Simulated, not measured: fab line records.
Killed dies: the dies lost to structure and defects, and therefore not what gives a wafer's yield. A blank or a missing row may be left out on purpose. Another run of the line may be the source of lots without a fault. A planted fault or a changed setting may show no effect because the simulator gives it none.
Chamber matching || flow sky130 || SKY_VIA3_CMP_24 on cmp-02 has 4 sister chambers
The step polishes, stops on SiO2, t overpolish 20 s, target thk 0 nm. 8 wafers are shown with their chamber, then 7 later ones without.

EACH WAFER AND ITS CHAMBER
{"wafer": "L406.2", "chamber": 0, "motor-current-A (A)": 9.7, "time-to-endpoint-s (s)": 97}
{"wafer": "L407.4", "chamber": 1, "motor-current-A (A)": 13.1, "time-to-endpoint-s (s)": 97}
{"wafer": "L412.2", "chamber": 3, "motor-current-A (A)": 10.2, "time-to-endpoint-s (s)": 88}
{"wafer": "L416.1", "chamber": 2, "motor-current-A (A)": 9.8, "time-to-endpoint-s (s)": 97}
{"wafer": "L416.3", "chamber": 1, "motor-current-A (A)": 12.4, "time-to-endpoint-s (s)": 92}
{"wafer": "L416.4", "chamber": 3, "motor-current-A (A)": 10.9, "time-to-endpoint-s (s)": 92}
{"wafer": "L422.2", "chamber": 2, "motor-current-A (A)": 10.2, "time-to-endpoint-s (s)": 94}
{"wafer": "L422.3", "chamber": 0, "motor-current-A (A)": 9.5, "time-to-endpoint-s (s)": 93}

WAFERS WHOSE CHAMBER IS MISSING
{"wafer": "L422.5", "motor-current-A (A)": 11.1, "time-to-endpoint-s (s)": 91}
{"wafer": "L423.1", "motor-current-A (A)": 12.6, "time-to-endpoint-s (s)": 93}
{"wafer": "L423.2", "motor-current-A (A)": 9.8, "time-to-endpoint-s (s)": 95}
{"wafer": "L423.3", "motor-current-A (A)": 9.2, "time-to-endpoint-s (s)": 98}
{"wafer": "L424.2", "motor-current-A (A)": 10.1, "time-to-endpoint-s (s)": 88}
{"wafer": "L424.3", "motor-current-A (A)": 12.8, "time-to-endpoint-s (s)": 91}
{"wafer": "L424.4", "motor-current-A (A)": 9.8, "time-to-endpoint-s (s)": 91}

WHICH CHAMBER EACH ONE RAN IN
{"wafer": "L422.5", "from the rows above": "can't be placed: 3 or 2", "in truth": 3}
{"wafer": "L423.1", "from the rows above": 1, "in truth": 1}
{"wafer": "L423.2", "from the rows above": "can't be placed: 0 or 2", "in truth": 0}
{"wafer": "L423.3", "from the rows above": "can't be placed: 0 or 2", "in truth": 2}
{"wafer": "L424.2", "from the rows above": "can't be placed: 3 or 2 or 0", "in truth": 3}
{"wafer": "L424.3", "from the rows above": 1, "in truth": 1}
{"wafer": "L424.4", "from the rows above": "can't be placed: 0 or 2 or 3", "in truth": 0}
Placed correctly: 2 of 7. From these rows, 5 cannot be placed; in 5 the true chamber is one of the candidates. Placed wrongly: 0.
How it was worked out, from the rows above alone: a wafer's distance from a chamber is the root of the sum, over the readings, of the square of ((its reading less the chamber's mean) divided by the reading's scatter). The wafer belongs to the nearest chamber; if the next one is less than 2 further off, it can't be placed. For every chamber, the mean is computed from those of its wafers that are shown. The scatter: take each reading less its chamber's mean, square it, sum over the shown wafers, divide by the number of wafers less the number of chambers, and take the root.
